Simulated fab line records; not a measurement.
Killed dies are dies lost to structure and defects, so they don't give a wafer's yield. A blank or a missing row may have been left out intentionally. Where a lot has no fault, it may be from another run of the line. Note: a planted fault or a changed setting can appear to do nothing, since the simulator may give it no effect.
Struck lot and sound lot, side by side | flow sky130 | 35 out of 708 route steps
Sound: the wafers L800.2, L800.4, L800.5. Wafers L817.2, L817.3, L817.4 were the ones struck. At the end, the cause is stated.
For every step that has rows: the tool of each side, followed by ch and its chambers, followed by its first start. Under that, the readings that differ: sound wafers | struck wafers | difference of the means | sigmas: that difference in standard deviations of wafers without a fault.
alike: readings with means less than 2 such deviations apart, plus words and numbers identical on both sides. not compared: withheld readings, readings lacking a value on some wafer, bounds such as >300 that could conceal the same value, and numbers that have no deviation in the record and whose values overlap.
Wherever a step has rows on one side only, a row that says differs or no value, or a row with sigmas, the two part there. Non-overlapping numbers with no deviation appear without sigmas and do not part them. Lack of a reading on every wafer of one side parts them only where that side has two or more wafers.

SKY_SD_P_CD_MEAS_07: target cd 380 nm.
  sound on cd_sem-02, day 25 18:00; struck on cd_sem-02, day 31 08:35
  alike: cd_nm
SKY_SD_P_OVL_MEAS_08:
  sound on overlay-02, day 25 18:06; struck on overlay-01, day 31 08:41
  alike: SD_P_OVL
then, 1 step without rows for these wafers: SKY_SD_P_IMPLANT_09.
SKY_SD_P_STRIP_10: strips in O2/N2.
  sound on plasma_asher-02 ch 0,1, day 25 18:17; struck on plasma_asher-03 ch 0,1, day 31 08:52
  alike: drypump_motor_current_A, n2_flow_sccm, oes_product_au, strip_time_to_endpoint_s
  not compared: rf_hours_counter_h
SKY_SD_P_TW_MEAS_11:
  sound on film_metro-03, day 25 18:23; struck on film_metro-04, day 31 08:58
  reading | sound          | struck         | difference | sigmas
  SD_P_TW | 2809 2812 2831 | 2782 2806 2786 | -26        | -2
then, 7 steps without rows for these wafers: SKY_RES_XHIGH_DEHYDRATE_00 (time 60 s); SKY_RES_XHIGH_HMDS_01 (prime time 60 s); SKY_RES_XHIGH_COAT_02 (resist thk 1140 nm); SKY_RES_XHIGH_SOFTBAKE_03 (time 60 s); SKY_RES_XHIGH_EXPOSE_04 (exposes mask URPM, target cd 1270 nm); SKY_RES_XHIGH_PEB_05; SKY_RES_XHIGH_DEVELOP_06 (develop time 60 s).
SKY_RES_XHIGH_IMPLANT_07:
  sound on implanter-01 ch 0, day 26 23:00; struck on implanter-01 ch 0, day 32 12:22
  alike: beam_on_s, tilt_deg
SKY_RES_XHIGH_STRIP_08: strips in O2/N2.
  sound on plasma_asher-02 ch 0,1, day 26 23:08; struck on plasma_asher-02 ch 0,1, day 32 12:30
  reading                      | sound             | struck            | difference | sigmas
  strip_time_to_endpoint_s (s) | 14.30 14.29 14.30 | 14.17 14.15 14.17 | -0.13      | -3
  alike: drypump_motor_current_A, n2_flow_sccm, oes_product_au
  not compared: rf_hours_counter_h
SKY_RES_XHIGH_TW_MEAS_09:
  sound on film_metro-04, day 26 23:14; struck on film_metro-03, day 32 12:40
  reading      | sound          | struck         | difference | sigmas
  RES_XHIGH_TW | 1616 1625 1633 | 1592 1583 1587 | -37        | -4
then, 7 steps without rows for these wafers: SKY_SD_N_DEHYDRATE_00 (time 60 s); SKY_SD_N_HMDS_01 (prime time 60 s); SKY_SD_N_COAT_02 (resist thk 1140 nm); SKY_SD_N_SOFTBAKE_03 (time 60 s); SKY_SD_N_EXPOSE_04 (exposes mask NSDM, target cd 380 nm); SKY_SD_N_PEB_05; SKY_SD_N_DEVELOP_06 (develop time 60 s).
SKY_SD_N_CD_MEAS_07: target cd 380 nm.
  sound on cd_sem-01, day 28 03:35; struck on cd_sem-02, day 33 15:08
  alike: cd_nm
SKY_SD_N_OVL_MEAS_08:
  sound on overlay-02, day 28 03:41; struck on overlay-02, day 33 15:14
  alike: SD_N_OVL
then, 2 steps without rows for these wafers: SKY_SD_N_IMPLANT_09; SKY_SD_N_IMPLANT_10.
SKY_SD_N_STRIP_11: strips in O2/N2.
  sound on plasma_asher-01 ch 0,1, day 28 04:01; struck on plasma_asher-04 ch 0,1, day 33 15:34
  alike: drypump_motor_current_A, n2_flow_sccm, oes_product_au, strip_time_to_endpoint_s
  not compared: rf_hours_counter_h
SKY_SD_N_TW_MEAS_12:
  sound on film_metro-03, day 28 04:07; struck on film_metro-03, day 33 15:40
  alike: SD_N_TW
then, 1 step without rows for these wafers: SKY_SD_N_CLEAN_13 (cleans in SC1/SC2, time 150 s).
SKY_SD_N_RTA_14: time 2 s.
  sound on rtp_anneal-02 ch 0, day 28 04:14; struck on rtp_anneal-01 ch 0, day 33 15:47
  alike: lamp_power_pct, wafer_temp_C_max
SKY_SD_N_RS_MEAS_16: a four-point-probe measurement.
  sound on film_metro-04, day 28 04:25; struck on film_metro-02, day 33 15:58
  alike: SD_N_RS
SKY_SD_N_RS_MEAS_17: a four-point-probe measurement.
  sound on film_metro-04, day 28 04:32; struck on film_metro-02, day 33 16:05
  alike: SD_P_RS
SKY_SD_N_RS_MEAS_18: a four-point-probe measurement.
  sound on film_metro-04, day 28 04:40; struck on film_metro-02, day 33 16:13
  reading               | sound             | struck            | difference | sigmas
  RES_XHIGH_RS (ohm/sq) | 332.4 332.5 333.3 | 354.2 354.6 355.6 | +22.1      | +17
then, 1 step without rows for these wafers: SKY_SALICIDE_CLEAN_00 (cleans in HF-last, time 30 s).
-- the record jumps here: 16 days lie between the struck wafers' starts before and after (it left off in module SALICIDE and takes up again in module PAD_OPEN, whose first step shown is number 708 of the route) --
SKY_PAD_OPEN_PROBE_99:
  sound on prober-02, day 46 01:29; struck on prober-01, day 49 22:27
  reading                                            | sound                | struck            | difference | sigmas
  model.etest.res_xhigh_po.rs_ohm_sq_range           | 70.97 70.6 50.56     | 1272 1253 1276    | +1203      |
  model.etest.res_xhigh_po.rs_ohm_sq_rim_less_centre | -35.73 -47.45 -20.85 | 170.1 151.4 159.9 | +195.1     |
  alike: killed_at_M0_to_M3, killed_at_M4_up, killed_at_contacts, killed_at_front_end, killed_at_other, killed_dies, killed_open, killed_short

== WHERE THEY PART ==
Last at SKY_SD_N_RS_MEAS_18 as far as this record goes, first at SKY_SD_P_TW_MEAS_11. Later steps at which nothing parts them and some readings are alike: SKY_PAD_OPEN_PROBE_99.

WHY: what the simulator had put in
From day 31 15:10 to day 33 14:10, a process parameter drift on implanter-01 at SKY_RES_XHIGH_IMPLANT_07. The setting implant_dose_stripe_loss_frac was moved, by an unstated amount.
